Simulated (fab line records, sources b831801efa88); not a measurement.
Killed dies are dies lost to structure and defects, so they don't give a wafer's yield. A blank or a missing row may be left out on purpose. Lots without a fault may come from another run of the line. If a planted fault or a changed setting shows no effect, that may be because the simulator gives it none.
Problem report in the 8D (eight disciplines) form, filled by code    flow sky130    the parts of the form that need people (team, actions taken, sign-off) are left out

1. THE ISSUE
Mean VT_ADJUST_NCORE_TW at SKY_VT_ADJUST_NCORE_TW_MEAS_11: 225.5 over 6 wafers in 2 lots; fault-free wafers: 220.0, standard deviation 1.2. That is +4.6 standard deviations from the usual mean.
First observed at day 13 01:37: wafer L127.1, on film-metro-03. The record has a number at this step for 36 wafers belonging to 12 lots. Rule for "out", or "out of limits": more than 4 standard deviations from the usual mean. Any other wafer with a number is counted as sound.

2. WHAT IT IS, WHAT IT ISN'T
question                     is                            is not
which readings at this step  VT_ADJUST_NCORE_TW            -
which lots                   L127, L128                    L111, L112, L113, L114, L115, L116, L117, L123, L126, L134
which wafers of those lots   all that have a number        -
read on which gauges         film-metro-03, film-metro-04  film-metro-02
when                         from day 13 01:37             up to then (27 sound wafers); but 3 sound wafers of L134 came after

3. THE SUSPECTS, EACH WITH WHAT RULES IT OUT
Counting: a tool at any process step up to the reading remains a suspect when it ran all the lots that are out and ran no sound lot after the first of those.
- the gauge at SKY_VT_ADJUST_NCORE_TW_MEAS_11: ruled out. 2 gauges (film-metro-03, film-metro-04) read the wafers that are out.
- implanter-03 at SKY_VT_ADJUST_NCORE_IMPLANT_09: kept. All lots that are out passed through it, beginning with L127 at day 13 01:22, and no sound lot followed; its final sound lot before that point was L123 at day 12 06:52. Out on those wafers are its own readings of dose-ions-cm2, faraday-current-uA.
After counting, what remains is implanter-03 at SKY_VT_ADJUST_NCORE_IMPLANT_09.

4. THE CAUSE (what the simulator had put in)
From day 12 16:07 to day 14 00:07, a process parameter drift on implanter-03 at SKY_VT_ADJUST_NCORE_IMPLANT_09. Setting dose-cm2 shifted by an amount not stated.
The count eliminated every tool but this one.

5. THE EFFECT CHAIN, in route order
Each row: a reading whose mean over the struck wafers that have a number lies more than 3 standard deviations from the usual. Scope: only readings with a usual standard deviation given in the record; hours: median across lots of the time from each lot's start at the first step in this table that gives one to its start at this step; sigmas: change in usual standard deviations.
hours  step                            reading             usual       on struck wafers  change       sigmas
0      SKY_VT_ADJUST_NCORE_IMPLANT_09  dose-ions-cm2       2.3997e+12  2.6934e+12        +2.9365e+11  +99 or more
0      SKY_VT_ADJUST_NCORE_IMPLANT_09  faraday-current-uA  13.54       15.16             +1.62        +6.5
0      SKY_VT_ADJUST_NCORE_TW_MEAS_11  VT_ADJUST_NCORE_TW  220.0       225.5             +5.5         +4.6
The process steps in it:
- SKY_VT_ADJUST_NCORE_IMPLANT_09
Later steps that measure or inspect, where all struck wafers having a row at the step show a number for every such reading and not one has moved that far: SKY_VIA2_THK_MEAS_23.

6. WHAT WOULD HAVE CAUGHT IT SOONER
Counted from the fault's start at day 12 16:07, it took 10 hours until the first out-of-limits reading at a measuring or inspecting step in this record, taken at day 13 01:37.
At SKY_VT_ADJUST_NCORE_IMPLANT_09, the tool's own readings (dose-ions-cm2, faraday-current-uA) were out on each struck wafer the step has a row for, so an alarm limit on them would have fired on the first such wafer.
Among the 2 lots that are out, L128 began SKY_VT_ADJUST_NCORE_IMPLANT_09 on implanter-03 after day 13 01:37. Putting the tool on hold at that point would have spared it.
